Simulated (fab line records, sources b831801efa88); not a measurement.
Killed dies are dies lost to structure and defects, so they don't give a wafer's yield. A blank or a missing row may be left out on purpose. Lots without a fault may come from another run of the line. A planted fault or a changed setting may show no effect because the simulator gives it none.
Chamber matching | flow gf180mcu | GF_V2_ETCH_16 on rie_diel-02: 4 sister chambers
The step etches BARC in N2/H2. 14 wafers are shown with their chamber, then 7 later ones without.

WAFERS WITH THEIR CHAMBER
wafer  | chamber | drypump_motor_current_A (A) | oes_product_au (a.u.) | throttle_valve_pct (%)
L075.1 | 3       | 6.5                         | 0.857                 | 13.226
L075.4 | 2       | 6.7                         | 0.848                 | 13.220
L075.5 | 1       | 5.9                         | 0.850                 | 13.236
L079.3 | 2       | 6.6                         | 0.863                 | 13.227
L079.4 | 3       | 6.4                         | 0.854                 | 13.230
L079.6 | 1       | 5.9                         | 0.854                 | 13.229
L081.1 | 1       | 5.9                         | 0.856                 | 13.211
L081.4 | 0       | 6.2                         | 0.851                 | 13.226
L081.5 | 3       | 6.4                         | 0.859                 | 13.230
L082.3 | 2       | 6.6                         | 0.851                 | 13.226
L082.5 | 2       | 6.6                         | 0.850                 | 13.229
L082.6 | 1       | 5.9                         | 0.851                 | 13.227
L089.1 | 3       | 6.4                         | 0.859                 | 13.218
L089.5 | 3       | 6.4                         | 0.854                 | 13.208

SIGNATURES (means of the wafers above)
reading                 | chamber 0 | chamber 1 | chamber 2 | chamber 3 | scatter within a chamber
drypump_motor_current_A | 6.200     | 5.900     | 6.625     | 6.420     | 0.0394
oes_product_au          | 0.85100   | 0.85275   | 0.85300   | 0.85660   | 0.00431
throttle_valve_pct      | 13.22600  | 13.22575  | 13.22550  | 13.22240  | 0.00857
Rule: a wafer's distance from a chamber is the root of the sum, over the readings, of the square of ((its reading less the chamber's mean) divided by the reading's scatter). The wafer belongs to the nearest chamber; if the next one is less than 2 further off, it can't be placed. The scatter: the root of (the sum of the squares of (reading less its chamber's mean) over the shown wafers, divided by (wafers less chambers)).

WAFERS WITHOUT THEIR CHAMBER
wafer  | drypump_motor_current_A (A) | oes_product_au (a.u.) | throttle_valve_pct (%)
L089.6 | 6.7                         | 0.853                 | 13.224
L091.1 | 5.9                         | 0.857                 | 13.233
L091.3 | 6.2                         | 0.861                 | 13.237
L091.4 | 6.2                         | 0.853                 | 13.231
L096.2 | 6.2                         | 0.863                 | 13.223
L096.5 | 6.6                         | 0.859                 | 13.233
L096.6 | 5.9                         | 0.852                 | 13.233

WHICH CHAMBER EACH WENT THROUGH
wafer  | from the rows above | in truth
L089.6 | 2                   | 2
L091.1 | 1                   | 1
L091.3 | 0                   | 0
L091.4 | 0                   | 0
L096.2 | 0                   | 0
L096.5 | 2                   | 2
L096.6 | 1                   | 1
Placed correctly: 7 of 7. Can't be placed from these rows: 0. Placed wrongly: 0.
